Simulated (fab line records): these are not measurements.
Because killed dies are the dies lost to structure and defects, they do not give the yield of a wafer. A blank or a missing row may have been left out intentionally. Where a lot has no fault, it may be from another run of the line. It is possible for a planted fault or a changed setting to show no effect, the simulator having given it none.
A struck lot beside a sound one | flow sky130 | 15 out of 708 route steps
Sound: the wafers L878.2, L878.3, L878.4. Struck: wafer L867.3; the same lot's L867.2 was not struck, so it is left out; see the end for the cause.
At each step with rows: each side's tool, then ch and its chambers, then its first start. Under that, the readings that differ: sound wafers | struck wafers | difference of the means | sigmas: that difference in standard deviations of wafers without a fault.
alike: readings with means less than 2 such deviations apart, plus words and numbers identical on both sides. not compared: withheld readings, readings lacking a value on some wafer, bounds such as >300 that could conceal the same value, and numbers that have no deviation in the record and whose values overlap.
The two part at a step that has a row with sigmas, a row that says differs or no value, or rows on one side only. Numbers that don't overlap but have no deviation are shown without sigmas and don't part them. Lack of a reading on every wafer of one side parts them only where that side has two or more wafers.

first, 4 steps without rows for these wafers: SKY_LDD_P_SOFTBAKE_03 (time 60 s); SKY_LDD_P_EXPOSE_04 (exposes mask PSDM, target cd 380 nm); SKY_LDD_P_PEB_05; SKY_LDD_P_DEVELOP_06 (develop time 60 s).
SKY_LDD_P_CD_MEAS_07: the cd target is 380 nm.
  struck on cd-sem-02, day 21 13:53; sound on cd-sem-02, day 25 13:07
  alike: cd-nm
SKY_LDD_P_OVL_MEAS_08:
  struck on overlay-01, day 21 13:59; sound on overlay-01, day 25 13:13
  alike: LDD_P_OVL
then, 1 step without rows for these wafers: SKY_LDD_P_IMPLANT_09.
SKY_LDD_P_STRIP_10: strips in O2/N2.
  sound on plasma-asher-02 ch 0,1, day 25 13:24; struck on plasma-asher-02 ch 0, day 21 14:10
  reading                      | sound             | struck | difference | sigmas
  strip-time-to-endpoint-s (s) | 14.14 14.19 14.18 | 14.05  | -0.12      | -3
  alike: drypump-motor-current-A, n2-flow-sccm, oes-product-au
  not compared: rf-hours-counter-h
SKY_LDD_P_TW_MEAS_11:
  struck on film-metro-04, day 21 14:16; sound on film-metro-04, day 25 13:31
  alike: LDD_P_TW
then, 3 steps without rows for these wafers: SKY_LDD_HVN_DEHYDRATE_00 (time 60 s); SKY_LDD_HVN_HMDS_01 (prime time 60 s); SKY_LDD_HVN_COAT_02 (resist thk 300 nm).
SKY_LDD_HVN_SOFTBAKE_03: time 60 s.
  sound on litho-track-04 ch 0, day 26 03:37; struck on litho-track-04 ch 0, day 22 05:04
  reading                  | sound             | struck | difference | sigmas
  heater-power-total-W (W) | 56.61 56.64 56.56 | 58.06  | +1.46      | +36
  run-length-s (s)         | 89.4 89.6 89.4    | 84.5   | -5.0       | -15
  alike: chill-plate-temp-C
  not compared: plate-temp-C
then, 1 step without rows for these wafers: SKY_LDD_HVN_EXPOSE_04 (exposes mask HVNTM, target cd 700 nm).
-- here the record skips 25 days between the struck wafers' starts before and after, leaving off in module LDD_HVN and picking up in module PAD_OPEN (first step shown: number 708 of the route) --
SKY_PAD_OPEN_PROBE_99:
  struck on prober-01, day 47 14:52; sound on prober-02, day 50 01:37
  reading      | sound    | struck | difference | sigmas
  killed-dies  | 83 86 86 | 65     | -20        | -2
  killed-short | 43 46 35 | 27     | -14        | -2
  alike: killed_at_M0_to_M3, killed_at_M4_up, killed-at-contacts, killed-at-front-end, killed-at-other, killed-open

## WHERE THEY PART
Earliest at SKY_LDD_P_STRIP_10; latest, in this record, at SKY_PAD_OPEN_PROBE_99.

WHY: what the simulator had put in
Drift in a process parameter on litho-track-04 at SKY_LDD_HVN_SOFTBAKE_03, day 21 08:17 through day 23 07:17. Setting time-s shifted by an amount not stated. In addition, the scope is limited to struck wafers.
